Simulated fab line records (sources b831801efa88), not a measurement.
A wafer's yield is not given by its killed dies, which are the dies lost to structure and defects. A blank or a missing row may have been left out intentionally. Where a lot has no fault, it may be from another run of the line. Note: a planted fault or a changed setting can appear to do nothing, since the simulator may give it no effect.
Which tool was responsible? -- flow sky130 -- Sampling: 12 lots, 36 wafers, 3 of 708 route steps

## WHAT THE GAUGES READ, wafer by wafer
SKY_PASSIVATION_THK_MEAS_03.
lot,measured,on,PASSIVATION_CVD_02_THK (nm)
L958,day 44 00:00,filmMetro-04,544 540 544
L959,day 44 02:36,filmMetro-04,525 520 547
L962,day 45 01:35,filmMetro-01,526 532 552
L963,day 45 12:47,filmMetro-04,527 536 546
L964,day 46 00:51,filmMetro-01,533 540 540
L967,day 46 09:45,filmMetro-04,542 541 533
L971,day 47 17:19,filmMetro-04,525 533 532
L973,day 48 01:59,filmMetro-04,540 524 549
L975,day 48 07:05,filmMetro-01,545 539 544
L976,day 48 15:20,filmMetro-01,532 540 540
L979,day 49 11:11,filmMetro-03,536 545 546
L980,day 49 22:24,filmMetro-03,533 546 534

## TOOL THAT RAN EACH LOT (tool first, then ch and the chambers of the sampled wafers, then the start)
lot,SKY_METAL3_SPUTTER_04,SKY_METAL5_SPUTTER_03
L958,"pvdSputter-04, day 36 09:12","pvdSputter-01, day 42 23:58"
L959,"pvdSputter-02, day 36 13:59","pvdSputter-02, day 43 02:57"
L962,"pvdSputter-04, day 37 17:31","pvdSputter-04, day 44 02:34"
L963,"pvdSputter-04, day 38 07:00","pvdSputter-01, day 44 13:25"
L964,"pvdSputter-04, day 38 20:19","pvdSputter-01, day 45 03:15"
L967,"pvdSputter-03, day 39 07:39","pvdSputter-01, day 45 11:41"
L971,"pvdSputter-04, day 40 21:08","pvdSputter-04, day 46 19:40"
L973,"pvdSputter-02, day 41 06:17","pvdSputter-01, day 47 04:18"
L975,"pvdSputter-02, day 41 14:39","pvdSputter-04, day 47 10:10"
L976,"pvdSputter-02, day 42 00:41","pvdSputter-02, day 47 18:31"
L979,"pvdSputter-03, day 43 02:28","pvdSputter-04, day 48 16:28"
L980,"pvdSputter-02, day 43 17:29","pvdSputter-04, day 49 03:52"
- SKY_METAL3_SPUTTER_04: material TiN, target thk 70 nm, time 58.3 s.
- SKY_METAL5_SPUTTER_03: material Ti, target thk 5 nm, time 3.3 s.

## AS READ BY THE TOOLS THEMSELVES (means over the sampled wafers that have a number; for cases with no such wafer, the mark the record gives instead)
SKY_METAL3_SPUTTER_04.
lot,tool,throttleValvePct (%)
L958,pvdSputter-04,30.7
L959,pvdSputter-02,28.8
L962,pvdSputter-04,29.4
L963,pvdSputter-04,29.7
L964,pvdSputter-04,30.5
L967,pvdSputter-03,29.8
L971,pvdSputter-04,30.0
L973,pvdSputter-02,28.9
L975,pvdSputter-02,28.6
L976,pvdSputter-02,28.1
L979,pvdSputter-03,29.4
L980,pvdSputter-02,28.7

SKY_METAL5_SPUTTER_03.
lot,tool,throttleValvePct (%)
L958,pvdSputter-01,30.6
L959,pvdSputter-02,29.0
L962,pvdSputter-04,30.5
L963,pvdSputter-01,31.1
L964,pvdSputter-01,30.8
L967,pvdSputter-01,29.1
L971,pvdSputter-04,30.1
L973,pvdSputter-01,29.0
L975,pvdSputter-04,29.9
L976,pvdSputter-02,28.9
L979,pvdSputter-04,30.1
L980,pvdSputter-04,30.0

## THE ANSWER, worked out from the rows above alone
Rule: the lots themselves supply what counts as usual. The widest of any qualifying gaps counts: lots, ordered by their means at a reading, are off when they make up no more than a third of the lots, leave a main group of 4 or more, and stand apart from it by 3 or more times the standard deviation of that group's means. If all means in a main group match to the digits the tables above print for the reading, that group is not used. A lot without any number at a reading at which 4 lots or more have one is off too. The other lots that the step has rows for count as sound. After the gauges, taken in route order, come the tools' own readings; for these a lot's mean is taken, as printed above. At the first step where some lot is off, the reading lying furthest off is the one used; lots without a number count as furthest.
Across all readings shown, no lot is off: no conclusion can be drawn from this.

## WHAT WAS PUT IN BY THE SIMULATOR
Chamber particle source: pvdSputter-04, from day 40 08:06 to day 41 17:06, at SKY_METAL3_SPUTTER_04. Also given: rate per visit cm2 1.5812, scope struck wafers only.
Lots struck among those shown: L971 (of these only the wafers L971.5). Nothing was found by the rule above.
